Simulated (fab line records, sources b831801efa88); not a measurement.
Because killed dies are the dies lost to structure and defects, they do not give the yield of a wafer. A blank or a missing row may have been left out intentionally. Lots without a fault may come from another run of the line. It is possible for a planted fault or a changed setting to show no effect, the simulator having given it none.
A struck lot beside a sound one :: flow sky130 :: 44 out of 708 route steps
Sound: these wafers, L511.1, L511.3, L511.5. Struck: wafer L518.1 (L518.2, L518.6, from the same lot, were not struck and are left out); the cause is given at the end.
Each step with rows lists, per side, the tool, then ch with its chambers, then its first start. Under that, the readings that differ: sound wafers :: struck wafers :: difference of the means :: sigmas: that difference in standard deviations of wafers without a fault.
alike: readings with means less than 2 such deviations apart, plus words and numbers identical on both sides. not compared: withheld readings, readings lacking a value on some wafer, bounds such as >300 that could conceal the same value, and numbers that have no deviation in the record and whose values overlap.
A row with sigmas, a row that says differs or no value, or rows on one side alone: a step with any of these is where the two part. Non-overlapping numbers with no deviation appear without sigmas and do not part them. Lack of a reading on every wafer of one side parts them only where that side has two or more wafers.

SKY_SONOS_ONO_THK_MEAS_03:
  sound on film-metro-03 at day 13 17:49; struck on film-metro-01 at day 15 20:47
  alike: SONOS_ONO_CVD_02_THK
then, 1 step without rows for these wafers: SKY_SONOS_ONO_CVD_04 (deposits SiO2 from SiH4/N2O, target thk 5.7199 nm).
SKY_SONOS_ONO_THK_MEAS_05:
  sound on film-metro-03 at day 13 19:08; struck on film-metro-03 at day 15 22:05
  alike: SONOS_ONO_CVD_04_THK
then, 7 steps without rows for these wafers: SKY_SONOS_ONO_DEHYDRATE_06 (time 60 s); SKY_SONOS_ONO_HMDS_07 (prime time 60 s); SKY_SONOS_ONO_COAT_08 (resist thk 1140 nm); SKY_SONOS_ONO_SOFTBAKE_09 (time 60 s); SKY_SONOS_ONO_EXPOSE_10 (exposes mask ONOM, target cd 410 nm); SKY_SONOS_ONO_PEB_11; SKY_SONOS_ONO_DEVELOP_12 (develop time 60 s).
SKY_SONOS_ONO_CD_MEAS_13 targets a cd of 410 nm.
  sound on cd-sem-01 at day 14 21:11; struck on cd-sem-01 at day 17 02:47
  alike: cd-nm
SKY_SONOS_ONO_OVL_MEAS_14:
  sound on overlay-01 at day 14 21:19; struck on overlay-02 at day 17 02:54
  alike: SONOS_ONO_OVL
SKY_SONOS_ONO_ETCH_15: etches the open film in CHF3/O2, target depth 19.52 nm, time 7.8 s.
  sound on rie-diel-03 ch 1,3, day 14 21:21; struck on rie-diel-01 ch 1, day 17 02:56
reading: throttle-valve-pct (%)
sound: 8.824 8.809 8.816
struck: 8.841
difference: +0.025
sigmas: +3

reading: model.etch.depth-nm (nm)
sound: 19.62 19.11 19.41
struck: 7.169
difference: -12.211
sigmas: 

reading: model.SONOS_ONO.feature-depth-nm (nm)
sound: 19.62 19.11 19.41
struck: 7.169
difference: -12.211
sigmas: 

reading: model.NOVOLAK_of_SONOS_ONO_COAT_08.thk-nm (nm)
sound: 1121 1117 1121
struck: 1137
difference: +17
sigmas: 
  alike: drypump-motor-current-A, oes-product-au
  not compared: rf-hours-counter-h
then, 1 step without rows for these wafers: SKY_SONOS_ONO_WET_ETCH_16 (etches SiO2 in dHF, target depth 14 nm, time 280 s).
SKY_SONOS_ONO_STRIP_17: strips in O2/N2.
  sound on plasma-asher-04 ch 0,1, day 14 21:28; struck on plasma-asher-01 ch 1, day 17 03:03
reading: drypump-motor-current-A (A)
sound: 5.41 5.41 5.72
struck: 5.93
difference: +0.42
sigmas: +2

reading: strip-time-to-endpoint-s (s)
sound: 14.07 14.01 14.07
struck: 14.26
difference: +0.21
sigmas: +5
  alike: n2-flow-sccm, o2-flow-sccm, oes-product-au
  not compared: rf-hours-counter-h
then, 3 steps without rows for these wafers: SKY_SONOS_ONO_WET_ETCH_18 (etches Si3N4 in H3PO4, target depth 15 nm, time 172 s); SKY_GATE_OXIDE_CLEAN_00 (cleans in SC1/SC2, time 150 s); SKY_GATE_OXIDE_OXIDATION_01 (stabilise 600 s, purge 300 s, target thk 10.268 nm).
SKY_GATE_OXIDE_THK_MEAS_02:
  sound on film-metro-02 at day 15 00:11; struck on film-metro-04 at day 17 06:34
  alike: GATE_OXIDE_OXIDATION_00_THK
then, 7 steps without rows for these wafers: SKY_GATE_OXIDE_DEHYDRATE_03 (time 60 s); SKY_GATE_OXIDE_HMDS_04 (prime time 60 s); SKY_GATE_OXIDE_COAT_05 (resist thk 1140 nm); SKY_GATE_OXIDE_SOFTBAKE_06 (time 60 s); SKY_GATE_OXIDE_EXPOSE_07 (exposes mask LVOM, target cd 600 nm); SKY_GATE_OXIDE_PEB_08; SKY_GATE_OXIDE_DEVELOP_09 (develop time 60 s).
SKY_GATE_OXIDE_OVL_MEAS_10:
  sound on overlay-02 at day 16 03:20; struck on overlay-02 at day 18 12:40
  alike: GATE_OXIDE_OVL
then, 2 steps without rows for these wafers: SKY_GATE_OXIDE_IMPLANT_11; SKY_GATE_OXIDE_WET_ETCH_12 (etches SiO2 in dHF, target depth 16.8 nm, time 336 s).
SKY_GATE_OXIDE_STRIP_13: strips in O2/N2.
  sound on plasma-asher-01 ch 0,1, day 16 03:38; struck on plasma-asher-01 ch 1, day 18 12:58
  alike: drypump-motor-current-A, n2-flow-sccm, o2-flow-sccm, oes-product-au, strip-time-to-endpoint-s
  not compared: rf-hours-counter-h
SKY_GATE_OXIDE_TW_MEAS_14:
  sound on film-metro-02 at day 16 03:44; struck on film-metro-01 at day 18 13:04
  alike: GATE_OXIDE_TW
then, 3 steps without rows for these wafers: SKY_GATE_OXIDE_CLEAN_15 (cleans in SC1/SC2, time 150 s); SKY_GATE_OXIDE_OXIDATION_16 (stabilise 600 s, purge 300 s, target thk 3.57 nm); SKY_POLY_GATE_CVD_00 (deposits poly-Si, target thk 180 nm, time 720 s).
SKY_POLY_GATE_THK_MEAS_01:
  sound on film-metro-03 at day 16 07:15; struck on film-metro-03 at day 18 17:01
  alike: POLY_GATE_CVD_00_THK
then, 7 steps without rows for these wafers: SKY_RES_PROTECT_DEHYDRATE_00 (time 60 s); SKY_RES_PROTECT_HMDS_01 (prime time 60 s); SKY_RES_PROTECT_COAT_02 (resist thk 1140 nm); SKY_RES_PROTECT_SOFTBAKE_03 (time 60 s); SKY_RES_PROTECT_EXPOSE_04 (exposes mask RPM, target cd 1270 nm); SKY_RES_PROTECT_PEB_05; SKY_RES_PROTECT_DEVELOP_06 (develop time 60 s).
-- the record jumps here: 14 days lie between the struck wafers' starts before and after (it left off in module RES_PROTECT and takes up again in module SALICIDE, whose first step shown is number 361 of the route) --
SKY_SALICIDE_CLEAN_00: cleans in HF-last, time 30 s.
  sound on wet-bench-01 ch 2, day 30 07:26; struck on wet-bench-01 ch 2, day 32 11:25
reading: model.SiO2_of_FIELD_ISO_CVD_24.thk-nm (nm)
sound: 359.6 359.6 359.1
struck: 360.6
difference: +1.2
sigmas: 
-- the record jumps here: 17 days lie between the struck wafers' starts before and after (it left off in module SALICIDE and takes up again in module PAD_OPEN, whose first step shown is number 708 of the route) --
SKY_PAD_OPEN_PROBE_99:
  sound on prober-02 at day 47 13:29; struck on prober-01 at day 49 02:04
reading: killed-at-other
sound: 0 0 0
struck: 2
difference: +2
sigmas: +3

reading: model.etest.nfet_16v.r-on-ohm-um
sound: 1.414e+04 1.404e+04 1.41e+04
struck: 1.751e+04
difference: +3.417e+03
sigmas: 

reading: model.etest.pfet_16v.r-on-ohm-um
sound: 1.473e+04 1.521e+04 1.491e+04
struck: 1.65e+04
difference: +1.55e+03
sigmas: 

reading: model.etest.pfet-g5v0d10v5.r-on-ohm-um
sound: 4709 4662 4706
struck: 5505
difference: +813
sigmas: 

reading: model.etest.nfet-g5v0d10v5.r-on-ohm-um
sound: 1873 1832 1884
struck: 2429
difference: +566
sigmas: 

reading: model.etest.nfet-g5v0d10v5.drive-ua-um
sound: 600.4 609.1 600.3
struck: 404.8
difference: -198.5
sigmas: 

reading: model.etest.tip-sonos.rs-ohm-sq
sound: 2613 2552 2603
struck: 2882
difference: +293
sigmas: 

reading: model.etest.nfet_05v0_nvt.drive-ua-um
sound: 575.5 580.7 577.4
struck: 427.4
difference: -150.5
sigmas: 

reading: model.etest.nfet_16v.drive-ua-um
sound: 221.6 224.5 219.4
struck: 133.8
difference: -88.0
sigmas: 
  alike: killed_at_M0_to_M3, killed_at_M4_up, killed-at-contacts, killed-at-front-end, killed-dies, killed-open, killed-short

== WHERE THEY PART ==
At SKY_SONOS_ONO_ETCH_15 first; at SKY_PAD_OPEN_PROBE_99 last (within this record only).

WHY: the cause the simulator had injected
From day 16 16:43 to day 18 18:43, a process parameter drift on rie-diel-01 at SKY_SONOS_ONO_ETCH_15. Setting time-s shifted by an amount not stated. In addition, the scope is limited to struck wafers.
